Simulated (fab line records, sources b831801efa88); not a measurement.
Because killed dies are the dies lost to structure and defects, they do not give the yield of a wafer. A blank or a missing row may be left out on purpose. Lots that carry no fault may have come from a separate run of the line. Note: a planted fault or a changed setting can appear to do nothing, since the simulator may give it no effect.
Which tool was responsible?    flow gf180mcu    24 lots with 72 wafers sampled at 4 steps, on a route of 602 steps

WHAT THE GAUGES READ, wafer by wafer
GF_HV_LDD_CD_MEAS_31: target cd 400 nm.
lot   measured      on         cd_nm (nm)
L074  day 11 14:29  cd_sem-01  401.1 400.6 400.8
L075  day 11 20:46  cd_sem-01  403.5 401.5 401.9
L076  day 12 04:01  cd_sem-02  399.9 401.6 398.6
L077  day 12 08:19  cd_sem-02  401.5 400.1 400.5
L078  day 12 15:52  cd_sem-02  400.5 401.3 400.5
L079  day 12 23:09  cd_sem-02  400.1 398.8 402.1
L080  day 13 04:59  cd_sem-01  399.5 397.9 398.6
L081  day 13 15:59  cd_sem-02  399.2 401.2 399.9
L082  day 13 22:07  cd_sem-02  397.8 398.5 398.5
L083  day 14 06:10  cd_sem-01  399.4 398.5 397.0
L084  day 14 14:11  cd_sem-01  397.6 397.9 397.6
L085  day 15 00:37  cd_sem-01  399.9 399.0 397.7
L086  day 15 06:49  cd_sem-02  402.5 401.3 402.8
L087  day 15 11:04  cd_sem-02  398.8 401.9 400.5
L088  day 16 02:44  cd_sem-02  400.0 399.4 401.3
L089  day 16 15:58  cd_sem-02  401.5 398.6 399.7
L090  day 16 18:13  cd_sem-01  400.4 399.7 400.4
L091  day 17 12:22  cd_sem-01  398.1 395.5 396.9
L092  day 17 13:47  cd_sem-02  400.0 399.0 400.0
L093  day 18 05:11  cd_sem-02  400.2 396.1 398.9
L095  day 18 07:20  cd_sem-01  403.8 404.1 406.2
L094  day 18 07:40  cd_sem-02  397.8 398.4 398.5
L096  day 18 17:36  cd_sem-02  400.9 400.0 402.3
L097  day 19 06:17  cd_sem-02  400.4 399.2 398.6

GF_CONTACT_RS_MEAS_25: measurement is done with a four-point probe.
lot   measured      on             CONTACT_W_RS (ohm/sq)
L074  day 16 03:17  film_metro-01  0.381 0.389 0.386
L075  day 16 11:08  film_metro-03  0.380 0.378 0.386
L076  day 16 19:31  film_metro-01  0.393 0.393 0.390
L077  day 16 22:59  film_metro-02  0.382 0.378 0.378
L078  day 17 09:53  film_metro-02  0.387 0.388 0.396
L079  day 17 18:40  film_metro-03  0.387 0.392 0.386
L080  day 18 01:11  film_metro-01  0.380 0.383 0.381
L081  day 18 14:02  film_metro-01  0.386 0.387 0.385
L082  day 18 21:04  film_metro-03  0.382 0.383 0.387
L083  day 19 07:28  film_metro-03  0.379 0.377 0.379
L084  day 19 16:14  film_metro-03  0.386 0.387 0.386
L085  day 20 04:33  film_metro-01  0.387 0.383 0.386
L086  day 20 10:13  film_metro-02  0.376 0.380 0.381
L087  day 20 15:07  film_metro-02  0.381 0.379 0.381
L088  day 21 08:18  film_metro-02  0.381 0.378 0.380
L089  day 21 20:49  film_metro-03  0.378 0.378 0.379
L090  day 22 01:25  film_metro-03  0.383 0.386 0.380
L091  day 22 18:08  film_metro-02  0.381 0.382 0.384
L092  day 22 23:41  film_metro-02  0.386 0.386 0.389
L093  day 23 11:07  film_metro-01  0.384 0.388 0.385
L095  day 23 13:22  film_metro-01  0.380 0.388 0.381
L094  day 23 13:49  film_metro-03  0.384 0.383 0.377
L096  day 23 23:09  film_metro-02  0.386 0.387 0.390
L097  day 24 09:02  film_metro-03  0.379 0.380 0.381

TOOL THAT RAN EACH LOT (tool first, then ch and the chambers of the sampled wafers, then the start)
lot   GF_NSD_STRIP_11                       GF_PSD_RTA_13
L074  plasma_asher-04 ch 0,1, day 13 09:22  rtp_anneal-01 ch 0, day 14 06:13
L075  plasma_asher-03 ch 0,1, day 13 15:53  rtp_anneal-02 ch 0, day 14 12:51
L076  plasma_asher-04 ch 0,1, day 14 00:05  rtp_anneal-02 ch 0, day 14 21:30
L077  plasma_asher-03 ch 0,1, day 14 03:14  rtp_anneal-01 ch 0, day 15 00:55
L078  plasma_asher-04 ch 0,1, day 14 12:17  rtp_anneal-01 ch 0, day 15 10:26
L079  plasma_asher-03 ch 0,1, day 14 20:04  rtp_anneal-02 ch 0, day 15 17:26
L080  plasma_asher-03 ch 0,1, day 15 02:26  rtp_anneal-02 ch 0, day 16 00:13
L081  plasma_asher-02 ch 0,1, day 15 14:37  rtp_anneal-02 ch 0, day 16 13:20
L082  plasma_asher-02 ch 1, day 15 21:44    rtp_anneal-01 ch 0, day 16 20:41
L083  plasma_asher-03 ch 1, day 16 05:29    rtp_anneal-01 ch 0, day 17 05:07
L084  plasma_asher-04 ch 0,1, day 16 13:55  rtp_anneal-01 ch 0, day 17 13:43
L085  plasma_asher-02 ch 0, day 17 01:46    rtp_anneal-02 ch 0, day 18 01:00
L086  plasma_asher-02 ch 0,1, day 17 08:50  rtp_anneal-02 ch 0, day 18 07:09
L087  plasma_asher-04 ch 0,1, day 17 12:19  rtp_anneal-01 ch 0, day 18 11:18
L088  plasma_asher-03 ch 0, day 18 04:44    rtp_anneal-01 ch 0, day 19 05:27
L089  plasma_asher-03 ch 0,1, day 18 17:58  rtp_anneal-02 ch 0, day 19 19:10
L090  plasma_asher-03 ch 0,1, day 18 22:10  rtp_anneal-01 ch 0, day 19 22:32
L091  plasma_asher-04 ch 0, day 19 16:56    rtp_anneal-01 ch 0, day 20 17:21
L092  plasma_asher-02 ch 0,1, day 19 22:25  rtp_anneal-02 ch 0, day 20 22:47
L093  plasma_asher-04 ch 0,1, day 20 09:52  rtp_anneal-02 ch 0, day 21 10:39
L095  plasma_asher-02 ch 0,1, day 20 13:05  rtp_anneal-01 ch 0, day 21 13:24
L094  plasma_asher-03 ch 0,1, day 20 13:34  rtp_anneal-02 ch 0, day 21 13:58
L096  plasma_asher-02 ch 0,1, day 20 23:07  rtp_anneal-01 ch 0, day 21 22:59
L097  plasma_asher-03 ch 0,1, day 21 09:56  rtp_anneal-01 ch 0, day 22 09:17
- GF_NSD_STRIP_11: strips in O2/N2.
- GF_PSD_RTA_13: time 20 s.

WHAT THE TOOLS THEMSELVES READ (means of the sampled wafers that have a number; where no wafer has one, the mark that the record gives instead)
GF_NSD_STRIP_11.
lot   tool             drypump_motor_current_A (A)  heater_power_w (W)  o2_flow_sccm (sccm)  oes_product_au (a.u.)  strip_time_to_endpoint_s (s)
L074  plasma_asher-04  5.95                         339                 2994                 0.489                  22.97
L075  plasma_asher-03  5.77                         373                 2999                 0.485                  23.00
L076  plasma_asher-04  6.00                         346                 2997                 0.483                  22.89
L077  plasma_asher-03  5.85                         373                 2997                 0.490                  22.95
L078  plasma_asher-04  5.96                         340                 2992                 0.483                  22.95
L079  plasma_asher-03  5.84                         381                 3008                 0.486                  22.96
L080  plasma_asher-03  5.77                         377                 2994                 0.492                  22.95
L081  plasma_asher-02  5.73                         312                 3004                 0.485                  22.92
L082  plasma_asher-02  5.83                         298                 3001                 0.483                  22.94
L083  plasma_asher-03  5.90                         383                 2991                 0.489                  22.94
L084  plasma_asher-04  6.02                         345                 2993                 0.487                  22.98
L085  plasma_asher-02  5.57                         326                 3000                 0.485                  22.96
L086  plasma_asher-02  5.63                         317                 2991                 0.487                  22.97
L087  plasma_asher-04  6.01                         344                 3005                 0.487                  23.00
L088  plasma_asher-03  5.70                         377                 3006                 0.483                  22.97
L089  plasma_asher-03  5.77                         371                 3009                 0.488                  23.04
L090  plasma_asher-03  5.83                         379                 2997                 0.482                  22.95
L091  plasma_asher-04  5.87                         328                 3006                 0.484                  23.00
L092  plasma_asher-02  5.64                         310                 2999                 0.486                  22.99
L093  plasma_asher-04  6.02                         342                 2995                 0.487                  22.97
L095  plasma_asher-02  5.73                         299                 3008                 0.488                  22.94
L094  plasma_asher-03  5.77                         379                 3010                 0.490                  22.96
L096  plasma_asher-02  5.64                         307                 2999                 0.485                  22.94
L097  plasma_asher-03  5.76                         377                 3004                 0.488                  22.95

GF_PSD_RTA_13.
lot   tool           lamp_power_pct (%)  wafer_temp_C_max
L074  rtp_anneal-01  34.0                1030.0
L075  rtp_anneal-02  32.3                1031.6
L076  rtp_anneal-02  32.3                1031.6
L077  rtp_anneal-01  34.0                1030.8
L078  rtp_anneal-01  34.0                1029.8
L079  rtp_anneal-02  32.3                1032.4
L080  rtp_anneal-02  32.3                1032.6
L081  rtp_anneal-02  32.3                1031.1
L082  rtp_anneal-01  34.0                1030.2
L083  rtp_anneal-01  34.0                1031.5
L084  rtp_anneal-01  34.0                1030.1
L085  rtp_anneal-02  32.3                1031.5
L086  rtp_anneal-02  32.3                1032.3
L087  rtp_anneal-01  34.0                1030.0
L088  rtp_anneal-01  34.0                1030.5
L089  rtp_anneal-02  32.3                1031.5
L090  rtp_anneal-01  34.0                1029.7
L091  rtp_anneal-01  34.0                1030.3
L092  rtp_anneal-02  32.3                1031.2
L093  rtp_anneal-02  32.2                1032.6
L095  rtp_anneal-01  34.0                1030.9
L094  rtp_anneal-02  32.2                1032.4
L096  rtp_anneal-01  34.0                1030.0
L097  rtp_anneal-01  34.0                1030.9

THE ANSWER, worked out from the rows above alone
Rule: the lots themselves supply what counts as usual. The widest of any qualifying gaps counts: lots, ordered by their means at a reading, are off when they make up no more than a third of the lots, leave a main group of 4 or more, and stand apart from it by 3 or more times the standard deviation of that group's means. Not used: any main group whose means are identical at the precision the tables above print for the reading. A lot without any number at a reading at which 4 lots or more have one is off too. Any other lot the step has rows for is counted as sound. Order of review: gauges by route order, followed by the tools' own readings, for which a lot's mean as printed above is used. The first step at which some lot is off is used, and at that step the reading that is off furthest; a lot without a number counts as furthest.
Nothing can be told from this: no lot is off at any reading shown.

WHAT THE SIMULATOR HAD PUT IN
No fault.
